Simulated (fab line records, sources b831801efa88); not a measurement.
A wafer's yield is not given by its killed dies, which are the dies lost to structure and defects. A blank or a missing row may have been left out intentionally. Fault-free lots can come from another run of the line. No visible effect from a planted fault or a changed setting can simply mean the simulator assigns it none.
Which of the tools did it? / flow sky130 / 24 lots, 72 wafers sampled, at 3 steps of a route of 708

WHAT THE GAUGES READ, wafer by wafer
SKY_CONTACT_BOW_MEAS_05. Usual: CONTACT_BOW gives 84 um (standard deviation 7.2).
lot=L074; measured=day 31 01:33; on=filmMetro-03; CONTACT_BOW (um)=83 87 70; flag=
lot=L075; measured=day 31 02:13; on=filmMetro-03; CONTACT_BOW (um)=93 93 97; flag=
lot=L076; measured=day 31 07:17; on=filmMetro-02; CONTACT_BOW (um)=92 92 89; flag=
lot=L078; measured=day 32 04:14; on=filmMetro-03; CONTACT_BOW (um)=86 80 82; flag=
lot=L077; measured=day 32 06:05; on=filmMetro-04; CONTACT_BOW (um)=78 77 80; flag=
lot=L080; measured=day 32 13:01; on=filmMetro-03; CONTACT_BOW (um)=87 81 71; flag=
lot=L079; measured=day 32 14:41; on=filmMetro-04; CONTACT_BOW (um)=86 98 79; flag=
lot=L081; measured=day 32 22:39; on=filmMetro-03; CONTACT_BOW (um)=82 82 86; flag=
lot=L082; measured=day 33 00:00; on=filmMetro-02; CONTACT_BOW (um)=74 84 88; flag=
lot=L083; measured=day 33 12:44; on=filmMetro-03; CONTACT_BOW (um)=76 84 83; flag=
lot=L084; measured=day 33 17:17; on=filmMetro-02; CONTACT_BOW (um)=79 91 79; flag=
lot=L085; measured=day 34 02:43; on=filmMetro-02; CONTACT_BOW (um)=84 89 76; flag=
lot=L087; measured=day 34 11:16; on=filmMetro-04; CONTACT_BOW (um)=96 93 93; flag=
lot=L086; measured=day 34 11:35; on=filmMetro-03; CONTACT_BOW (um)=75 81 75; flag=
lot=L088; measured=day 34 14:24; on=filmMetro-03; CONTACT_BOW (um)=87 87 79; flag=
lot=L089; measured=day 34 19:28; on=filmMetro-02; CONTACT_BOW (um)=87 91 102; flag=
lot=L090; measured=day 35 07:41; on=filmMetro-03; CONTACT_BOW (um)=81 91 83; flag=
lot=L091; measured=day 36 05:24; on=filmMetro-04; CONTACT_BOW (um)=78 90 88; flag=
lot=L092; measured=day 36 07:19; on=filmMetro-03; CONTACT_BOW (um)=91 74 89; flag=
lot=L093; measured=day 36 15:00; on=filmMetro-03; CONTACT_BOW (um)=80 80 92; flag=
lot=L094; measured=day 36 15:11; on=filmMetro-04; CONTACT_BOW (um)=81 92 79; flag=
lot=L095; measured=day 37 08:19; on=filmMetro-02; CONTACT_BOW (um)=83 98 87; flag=
lot=L096; measured=day 37 11:02; on=filmMetro-03; CONTACT_BOW (um)=82 78 72; flag=
lot=L097; measured=day 37 12:29; on=filmMetro-02; CONTACT_BOW (um)=97 72 83; flag=

SKY_VIA1_THK_MEAS_01. Usual: VIA1_HDPCVD_THK gives 1035 nm (standard deviation 13).
lot=L074; measured=day 33 10:56; on=filmMetro-03; VIA1_HDPCVD_THK (nm)=1030 1044 1028; flag=
lot=L075; measured=day 33 11:23; on=filmMetro-01; VIA1_HDPCVD_THK (nm)=1021 1037 1021; flag=
lot=L076; measured=day 33 15:09; on=filmMetro-01; VIA1_HDPCVD_THK (nm)=1044 1053 1055; flag=
lot=L078; measured=day 34 12:44; on=filmMetro-02; VIA1_HDPCVD_THK (nm)=1018 1001 1019; flag=
lot=L077; measured=day 34 14:10; on=filmMetro-02; VIA1_HDPCVD_THK (nm)=1028 1037 1026; flag=
lot=L080; measured=day 34 21:34; on=filmMetro-03; VIA1_HDPCVD_THK (nm)=1012 1010 1021; flag=
lot=L079; measured=day 34 23:14; on=filmMetro-02; VIA1_HDPCVD_THK (nm)=1025 1022 1039; flag=
lot=L081; measured=day 35 07:02; on=filmMetro-02; VIA1_HDPCVD_THK (nm)=1028 1045 1014; flag=
lot=L082; measured=day 35 07:55; on=filmMetro-03; VIA1_HDPCVD_THK (nm)=1037 1041 1072; flag=
lot=L083; measured=day 35 21:06; on=filmMetro-01; VIA1_HDPCVD_THK (nm)=1020 1043 1023; flag=
lot=L084; measured=day 36 00:34; on=filmMetro-02; VIA1_HDPCVD_THK (nm)=1035 1033 1044; flag=
lot=L085; measured=day 36 09:41; on=filmMetro-01; VIA1_HDPCVD_THK (nm)=1058 1055 1036; flag=
lot=L087; measured=day 36 16:57; on=filmMetro-02; VIA1_HDPCVD_THK (nm)=1034 1023 1041; flag=
lot=L086; measured=day 36 18:27; on=filmMetro-01; VIA1_HDPCVD_THK (nm)=1035 1034 1022; flag=
lot=L088; measured=day 36 20:26; on=filmMetro-03; VIA1_HDPCVD_THK (nm)=1028 1016 1021; flag=
lot=L089; measured=day 37 02:31; on=filmMetro-03; VIA1_HDPCVD_THK (nm)=1029 1029 1036; flag=
lot=L090; measured=day 37 13:47; on=filmMetro-01; VIA1_HDPCVD_THK (nm)=1040 1049 1039; flag=
lot=L091; measured=day 38 11:54; on=filmMetro-03; VIA1_HDPCVD_THK (nm)=1046 1053 1048; flag=
lot=L092; measured=day 38 12:54; on=filmMetro-02; VIA1_HDPCVD_THK (nm)=1043 1033 1041; flag=
lot=L093; measured=day 38 21:31; on=filmMetro-03; VIA1_HDPCVD_THK (nm)=1057 1046 1055; flag=
lot=L094; measured=day 38 22:46; on=filmMetro-01; VIA1_HDPCVD_THK (nm)=1036 1057 1042; flag=
lot=L095; measured=day 39 13:35; on=filmMetro-03; VIA1_HDPCVD_THK (nm)=1035 1060 1044; flag=
lot=L096; measured=day 39 16:01; on=filmMetro-01; VIA1_HDPCVD_THK (nm)=1035 1061 1030; flag=
lot=L097; measured=day 39 17:13; on=filmMetro-01; VIA1_HDPCVD_THK (nm)=1033 1053 1021; flag=

WHICH TOOL RAN EACH LOT (tool, then ch and the chambers of the sampled wafers, then the start)
lot=L074; SKY_LOCAL_INTERCONNECT_SPUTTER_00=pvdSputter-04, day 29 20:06
lot=L075; SKY_LOCAL_INTERCONNECT_SPUTTER_00=pvdSputter-02, day 29 20:51
lot=L076; SKY_LOCAL_INTERCONNECT_SPUTTER_00=pvdSputter-01, day 30 03:03
lot=L078; SKY_LOCAL_INTERCONNECT_SPUTTER_00=pvdSputter-04, day 30 23:32
lot=L077; SKY_LOCAL_INTERCONNECT_SPUTTER_00=pvdSputter-02, day 31 00:30
lot=L080; SKY_LOCAL_INTERCONNECT_SPUTTER_00=pvdSputter-02, day 31 09:10
lot=L079; SKY_LOCAL_INTERCONNECT_SPUTTER_00=pvdSputter-04, day 31 10:19
lot=L081; SKY_LOCAL_INTERCONNECT_SPUTTER_00=pvdSputter-02, day 31 19:24
lot=L082; SKY_LOCAL_INTERCONNECT_SPUTTER_00=pvdSputter-04, day 31 21:12
lot=L083; SKY_LOCAL_INTERCONNECT_SPUTTER_00=pvdSputter-04, day 32 08:24
lot=L084; SKY_LOCAL_INTERCONNECT_SPUTTER_00=pvdSputter-04, day 32 13:19
lot=L085; SKY_LOCAL_INTERCONNECT_SPUTTER_00=pvdSputter-02, day 32 22:22
lot=L087; SKY_LOCAL_INTERCONNECT_SPUTTER_00=pvdSputter-01, day 33 06:39
lot=L086; SKY_LOCAL_INTERCONNECT_SPUTTER_00=pvdSputter-04, day 33 07:05
lot=L088; SKY_LOCAL_INTERCONNECT_SPUTTER_00=pvdSputter-01, day 33 10:39
lot=L089; SKY_LOCAL_INTERCONNECT_SPUTTER_00=pvdSputter-04, day 33 15:09
lot=L090; SKY_LOCAL_INTERCONNECT_SPUTTER_00=pvdSputter-02, day 34 03:01
lot=L091; SKY_LOCAL_INTERCONNECT_SPUTTER_00=pvdSputter-04, day 35 02:35
lot=L092; SKY_LOCAL_INTERCONNECT_SPUTTER_00=pvdSputter-02, day 35 04:26
lot=L093; SKY_LOCAL_INTERCONNECT_SPUTTER_00=pvdSputter-04, day 35 11:21
lot=L094; SKY_LOCAL_INTERCONNECT_SPUTTER_00=pvdSputter-02, day 35 11:25
lot=L095; SKY_LOCAL_INTERCONNECT_SPUTTER_00=pvdSputter-01, day 36 04:28
lot=L096; SKY_LOCAL_INTERCONNECT_SPUTTER_00=pvdSputter-02, day 36 07:19
lot=L097; SKY_LOCAL_INTERCONNECT_SPUTTER_00=pvdSputter-04, day 36 09:03
- SKY_LOCAL_INTERCONNECT_SPUTTER_00: material TiN, target thk 100 nm, time 83.3 s.

WHAT THE TOOLS THEMSELVES READ (means of the sampled wafers that have a number; where no wafer has one, the mark that the record gives instead)
SKY_LOCAL_INTERCONNECT_SPUTTER_00. Usual: cathodeDcPowerW 6499.9 W, standard deviation 1.2; throttleValvePct 30.0 %, standard deviation 0.92.
lot=L074; tool=pvdSputter-04; cathodeDcPowerW (W)=6500.2; throttleValvePct (%)=29.7; flag=
lot=L075; tool=pvdSputter-02; cathodeDcPowerW (W)=6500.4; throttleValvePct (%)=30.0; flag=
lot=L076; tool=pvdSputter-01; cathodeDcPowerW (W)=6500.2; throttleValvePct (%)=30.8; flag=
lot=L078; tool=pvdSputter-04; cathodeDcPowerW (W)=6498.5; throttleValvePct (%)=30.4; flag=
lot=L077; tool=pvdSputter-02; cathodeDcPowerW (W)=6498.7; throttleValvePct (%)=29.4; flag=
lot=L080; tool=pvdSputter-02; cathodeDcPowerW (W)=6499.9; throttleValvePct (%)=30.1; flag=
lot=L079; tool=pvdSputter-04; cathodeDcPowerW (W)=6500.5; throttleValvePct (%)=30.5; flag=
lot=L081; tool=pvdSputter-02; cathodeDcPowerW (W)=6500.1; throttleValvePct (%)=29.8; flag=
lot=L082; tool=pvdSputter-04; cathodeDcPowerW (W)=6500.1; throttleValvePct (%)=29.7; flag=
lot=L083; tool=pvdSputter-04; cathodeDcPowerW (W)=6499.7; throttleValvePct (%)=30.0; flag=
lot=L084; tool=pvdSputter-04; cathodeDcPowerW (W)=6499.2; throttleValvePct (%)=29.2; flag=
lot=L085; tool=pvdSputter-02; cathodeDcPowerW (W)=6499.0; throttleValvePct (%)=30.3; flag=
lot=L087; tool=pvdSputter-01; cathodeDcPowerW (W)=6500.7; throttleValvePct (%)=30.7; flag=
lot=L086; tool=pvdSputter-04; cathodeDcPowerW (W)=6500.8; throttleValvePct (%)=29.9; flag=
lot=L088; tool=pvdSputter-01; cathodeDcPowerW (W)=6499.0; throttleValvePct (%)=30.2; flag=
lot=L089; tool=pvdSputter-04; cathodeDcPowerW (W)=6500.6; throttleValvePct (%)=29.4; flag=
lot=L090; tool=pvdSputter-02; cathodeDcPowerW (W)=6499.8; throttleValvePct (%)=30.2; flag=
lot=L091; tool=pvdSputter-04; cathodeDcPowerW (W)=6500.3; throttleValvePct (%)=29.6; flag=
lot=L092; tool=pvdSputter-02; cathodeDcPowerW (W)=6501.7; throttleValvePct (%)=30.0; flag=
lot=L093; tool=pvdSputter-04; cathodeDcPowerW (W)=6499.6; throttleValvePct (%)=30.7; flag=
lot=L094; tool=pvdSputter-02; cathodeDcPowerW (W)=6501.3; throttleValvePct (%)=29.9; flag=
lot=L095; tool=pvdSputter-01; cathodeDcPowerW (W)=6499.7; throttleValvePct (%)=30.5; flag=
lot=L096; tool=pvdSputter-02; cathodeDcPowerW (W)=6499.4; throttleValvePct (%)=29.6; flag=
lot=L097; tool=pvdSputter-04; cathodeDcPowerW (W)=6499.7; throttleValvePct (%)=30.7; flag=

THE ANSWER, worked out from the rows above alone
Rule: take the mean of a lot's wafers that have a number; if it is more than 3 standard deviations from the usual mean, the lot is off. Also off: a lot with no number at a reading for which 4 or more lots have one. Any other lot the step has rows for is counted as sound. First the gauges in route order, then the tools' own readings, where a lot's mean is used as printed above. The first step at which some lot is off is used, and at that step the reading that is off furthest; a lot without a number counts as furthest.
No lot is off on any of the readings shown, so nothing can be concluded from this.

WHAT WAS PUT IN BY THE SIMULATOR
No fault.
